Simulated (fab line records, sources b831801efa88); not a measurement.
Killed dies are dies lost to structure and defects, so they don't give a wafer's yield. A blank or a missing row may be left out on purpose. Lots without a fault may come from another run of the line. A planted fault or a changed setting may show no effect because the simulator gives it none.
Which tool did it? | flow gf180mcu | 6 lots, 18 wafers sampled, at 3 steps of a route of 602

WHAT THE GAUGES READ, wafer by wafer
GF_DUAL_GATE_THK_MEAS_03.
lot  | measured     | on            | DUAL_GATE_OXIDATION_00_THK (nm)
L123 | day 8 06:06  | film_metro-03 | 10.80 11.02 10.80
L125 | day 9 02:59  | film_metro-02 | 10.89 10.87 10.97
L128 | day 9 21:22  | film_metro-02 | 11.11 11.44 11.43
L130 | day 10 14:12 | film_metro-03 | 11.12 11.11 11.09
L133 | day 11 02:44 | film_metro-02 | 11.50 11.47 11.53
L138 | day 12 11:59 | film_metro-03 | 10.59 10.75 10.55

WHICH TOOL RAN EACH LOT (tool, then ch and the chambers of the sampled wafers, then the start)
lot  | GF_STI_ETCH_13                    | GF_NWELL_EXPOSE_04
L123 | rie_diel-02 ch 0,1,2, day 2 14:26 | iline_stepper-02 ch 0, day 3 12:10
L125 | rie_diel-03 ch 0,1,3, day 2 23:58 | iline_stepper-01 ch 0, day 4 05:16
L128 | rie_diel-02 ch 0,2,3, day 3 12:56 | iline_stepper-01 ch 0, day 4 18:37
L130 | rie_diel-03 ch 0,1,3, day 3 23:04 | iline_stepper-01 ch 0, day 5 07:01
L133 | rie_diel-03 ch 1,2, day 4 16:44   | iline_stepper-01 ch 0, day 5 20:15
L138 | rie_diel-02 ch 0,2,3, day 5 19:01 | iline_stepper-02 ch 0, day 6 23:38
- GF_STI_ETCH_13: etches the open film in CHF3/O2, stops on Si, target depth 282.31 nm, time 112.9 s.
- GF_NWELL_EXPOSE_04: exposes mask Nwell, target cd 860 nm.

THE ANSWER, worked out from the rows above alone
Rule: what is usual is taken from the lots themselves. Put in order of their means at a reading, lots are off if they are a third of the lots or fewer, leave a main group of 4 or more, and stand apart from it by a gap of 3 or more times the standard deviation of the main group's means; of several such gaps the widest counts. A main group whose means are all the same, to the digits that the tables above print for the reading, isn't used. A lot without any number at a reading at which 4 lots or more have one is off too. The other lots that the step has rows for count as sound.
No lot is off at any reading shown: from this, nothing can be told.

WHAT THE SIMULATOR HAD PUT IN
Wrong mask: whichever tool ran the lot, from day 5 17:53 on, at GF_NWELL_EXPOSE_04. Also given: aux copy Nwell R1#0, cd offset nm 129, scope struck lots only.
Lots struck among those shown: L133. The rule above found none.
